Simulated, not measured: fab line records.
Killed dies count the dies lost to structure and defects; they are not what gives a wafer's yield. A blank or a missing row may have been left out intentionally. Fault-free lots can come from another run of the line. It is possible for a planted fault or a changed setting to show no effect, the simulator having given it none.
What tool caused it? | flow sky130 | 11 lots, 33 wafers sampled, at 5 steps of a route of 708

## WHAT THE GAUGES SHOWED, per wafer
SKY_VIA1_RS_MEAS_22: measures by four-point-probe.
lot  | measured     | on            | VIA1_W_RS (ohm/sq)
L886 | day 34 08:38 | film metro-03 | 0.429 0.431 0.428
L888 | day 34 19:33 | film metro-02 | 0.422 0.430 0.425
L889 | day 35 04:48 | film metro-04 | 0.428 0.430 0.427
L892 | day 36 12:49 | film metro-04 | 0.431 0.435 0.433
L897 | day 37 21:11 | film metro-04 | 0.427 0.433 0.434
L900 | day 38 17:07 | film metro-03 | 0.421 0.428 0.429
L901 | day 39 04:20 | film metro-03 | 0.423 0.422 0.425
L902 | day 39 08:20 | film metro-04 | 0.427 0.423 0.424
L904 | day 39 18:19 | film metro-04 | 0.420 0.422 0.420
L906 | day 40 04:23 | film metro-02 | 0.426 0.430 0.428
L907 | day 40 16:11 | film metro-04 | 0.431 0.424 0.429

## EACH LOT AND THE TOOL THAT RAN IT (in order: tool; ch and the chambers of the sampled wafers; start)
lot  | SKY_LI_CONTACT_COAT_06            | SKY_LI_CONTACT_ETCH_14             | SKY_CONTACT_ETCH_16                | SKY_CONTACT_CMP_27
L886 | litho track-04 ch 0, day 28 23:16 | rie diel-04 ch 1,2,3, day 29 13:38 | rie diel-01 ch 0,1,2, day 31 23:26 | cmp-02 ch 0,1,3, day 32 00:32
L888 | litho track-04 ch 0, day 29 09:13 | rie diel-03 ch 0,3, day 29 22:44   | rie diel-02 ch 1,2,3, day 32 09:27 | cmp-01 ch 1,2,3, day 32 11:22
L889 | litho track-02 ch 0, day 29 18:36 | rie diel-04 ch 0,1,2, day 30 09:01 | rie diel-01 ch 0,1,2, day 32 19:50 | cmp-01 ch 1,3, day 32 20:55
L892 | litho track-03 ch 0, day 31 06:16 | rie diel-02 ch 1,2, day 31 20:34   | rie diel-02 ch 0,2,3, day 34 03:41 | cmp-02 ch 0,1,3, day 34 04:55
L897 | litho track-04 ch 0, day 32 15:09 | rie diel-03 ch 1,2,3, day 33 05:05 | rie diel-02 ch 0,3, day 35 13:11   | cmp-01 ch 0,1,3, day 35 14:22
L900 | litho track-02 ch 0, day 33 12:28 | rie diel-02 ch 1,3, day 34 02:08   | rie diel-01 ch 2,3, day 36 09:38   | cmp-02 ch 0,1,3, day 36 10:44
L901 | litho track-03 ch 0, day 34 01:08 | rie diel-02 ch 0,1,2, day 34 14:59 | rie diel-03 ch 0,1,2, day 36 21:41 | cmp-02 ch 1,2,3, day 36 22:46
L902 | litho track-04 ch 0, day 34 04:16 | rie diel-02 ch 0,1,3, day 34 18:26 | rie diel-01 ch 1,3, day 37 01:58   | cmp-01 ch 1,2,3, day 37 03:08
L904 | litho track-04 ch 0, day 34 15:07 | rie diel-04 ch 0,1,3, day 35 05:02 | rie diel-02 ch 0,1,3, day 37 12:07 | cmp-01 ch 0,2,3, day 37 13:14
L906 | litho track-04 ch 0, day 35 01:19 | rie diel-02 ch 0,1,3, day 35 15:07 | rie diel-01 ch 1,3, day 37 21:50   | cmp-01 ch 0,3, day 37 22:59
L907 | litho track-02 ch 0, day 35 16:25 | rie diel-03 ch 0,2,3, day 36 06:25 | rie diel-01 ch 1,2,3, day 38 11:59 | cmp-01 ch 0,1, day 38 13:04
- SKY_LI_CONTACT_COAT_06: resist thk 60 nm.
- SKY_LI_CONTACT_ETCH_14: etches BARC in N2/H2, stops on SiO2, time 45.9 s, target depth 60 nm.
- SKY_CONTACT_ETCH_16: etches BARC in N2/H2, stops on SiO2, time 45.9 s, target depth 60 nm.
- SKY_CONTACT_CMP_27: polishes, stops on SiO2, t overpolish 15 s, target thk 0 nm.

## THE ANSWER, worked out from the rows above alone
Rule: usual is defined by the lots themselves. The widest of any qualifying gaps counts: lots, ordered by their means at a reading, are off when they make up no more than a third of the lots, leave a main group of 4 or more, and stand apart from it by 3 or more times the standard deviation of that group's means. The tables above print the reading to a certain number of digits; a main group whose means all agree to those digits is not used. Also off: a lot with no number at a reading for which 4 or more lots have one. All remaining lots with rows at the step are treated as sound.
No lot is off on any of the readings shown, so nothing can be concluded from this.

## WHAT THE SIMULATOR HAD PUT IN
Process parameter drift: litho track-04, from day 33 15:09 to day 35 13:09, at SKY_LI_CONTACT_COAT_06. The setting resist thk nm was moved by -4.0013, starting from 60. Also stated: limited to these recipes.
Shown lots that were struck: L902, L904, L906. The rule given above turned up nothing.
